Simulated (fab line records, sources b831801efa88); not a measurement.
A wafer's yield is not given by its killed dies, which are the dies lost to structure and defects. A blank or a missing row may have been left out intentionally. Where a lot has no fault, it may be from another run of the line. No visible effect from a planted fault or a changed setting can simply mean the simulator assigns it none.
A lot that was struck, set against a sound lot -- flow sky130 -- 15 steps out of a route of 708
Sound: these wafers, L100.3, L100.4, L100.6. Struck: wafers L118.2, L118.3 (left out: L118.6, a lot-mate that was not struck); the cause follows at the end.
Each step with rows lists, per side, the tool, then ch with its chambers, then its first start. Under that, the readings that differ: sound wafers -- struck wafers -- difference of the means -- sigmas: that difference in standard deviations of wafers without a fault.
alike: readings whose means differ by less than 2 such deviations, and words and numbers that are the same on both sides. not compared: withheld readings, readings that some wafer has no value for, bounds like >300 that may hide the same value, and numbers for which the record gives no deviation and whose values overlap.
A row with sigmas, a row that says differs or no value, or rows on one side alone: a step with any of these is where the two part. When numbers do not overlap yet have no deviation, they are printed without sigmas and do not part them. Lack of a reading on every wafer of one side parts them only where that side has two or more wafers.

SKY_CONTACT_OVL_MEAS_15:
  sound on overlay-01 at day 31 14:36; struck on overlay-01 at day 37 04:23
  alike: CONTACT_OVL
SKY_CONTACT_ETCH_16: etches BARC in N2/H2, stops on SiO2, time 45.9 s, target depth 60 nm.
  sound on rie diel-04 ch 0,3, day 31 14:37; struck on rie diel-02 ch 0,3, day 37 04:25
  alike: drypump motor current A, oes product au, throttle valve pct
  not compared: rf hours counter h
then, 1 step without rows for these wafers: SKY_CONTACT_ETCH_17 (etches SiO2 in C4F8/O2/Ar, stops on Si3N4, target depth 340 nm).
SKY_CONTACT_ETCH_18: etches Si3N4 in CHF3/O2, stops on TiN, time 39 s, target depth 75 nm.
  sound on rie diel-04 ch 0,3; struck on rie diel-02 ch 0,3
reading,sound,struck,difference,sigmas
chf3 flow sccm (sccm),49.66 49.85 50.02,50.19 50.02,+0.26,+2
  alike: drypump motor current A, oes product au, throttle valve pct
  not compared: rf hours counter h
then, 4 steps without rows for these wafers: SKY_CONTACT_STRIP_19 (strips in O2/N2); SKY_CONTACT_STRIP_20 (strips in post etch residue remover, time 1200 s); SKY_CONTACT_CLEAN_21 (cleans in IPA, time 180 s); SKY_CONTACT_CLEAN_22 (cleans in O3/DIW).
SKY_CONTACT_SPUTTER_23: material TiN, target thk 20 nm, time 80 s.
  sound on pvd sputter-02 at day 31 15:20; struck on pvd sputter-03 at day 37 05:08
reading,sound,struck,difference,sigmas
throttle valve pct (%),28.6 29.7 28.0,31.7 30.6,+2.4,+2
  alike: cathode dc power W
SKY_CONTACT_CVD_24: deposits W, target thk 340 nm, time 102.12 s.
  sound on cvd w-01 ch 0,1, day 31 15:26; struck on cvd w-02 ch 0,1, day 37 05:13
  alike: heater power w
SKY_CONTACT_RS_MEAS_25: the measuring method here is four-point-probe.
  sound on film metro-03 at day 31 15:34; struck on film metro-01 at day 37 05:20
  alike: CONTACT_W_RS
SKY_CONTACT_THK_MEAS_26: measures by xrf.
  sound on film metro-03 at day 31 15:40; struck on film metro-01 at day 37 05:27
reading,sound,struck,difference,sigmas
CONTACT_W_THK (nm),355 351 353,338 338,-15,-2
SKY_CONTACT_CMP_27: polishes, stops on SiO2, t overpolish 15 s, target thk 0 nm.
  sound on cmp-02 ch 0,2,3, day 31 15:42; struck on cmp-02 ch 0,3, day 37 05:30
reading,sound,struck,difference,sigmas
overpolish run s (s),15.005 15.011 15.014,0.038 0.038,-14.972,-99 or more
time to endpoint s (s),80 79 86,124 123,+42,+10
  alike: motor current A
SKY_METAL1_SPUTTER_00: material Ti, target thk 15 nm, time 10 s.
  rows exist in the record for the sound wafers here (pvd sputter-03, day 31 16:00), none for the struck ones
-- the record jumps here: 13 days lie between the struck wafers' starts before and after (it left off in module METAL1 and takes up again in module PAD_OPEN, whose first step shown is number 708 of the route) --
SKY_PAD_OPEN_PROBE_99:
  record: rows for the struck wafers here (prober-01, day 50 00:08), none for the sound ones

WHERE THEY PART
Earliest at SKY_CONTACT_ETCH_18; latest, in this record, at SKY_PAD_OPEN_PROBE_99.

WHY: what the simulator had put in
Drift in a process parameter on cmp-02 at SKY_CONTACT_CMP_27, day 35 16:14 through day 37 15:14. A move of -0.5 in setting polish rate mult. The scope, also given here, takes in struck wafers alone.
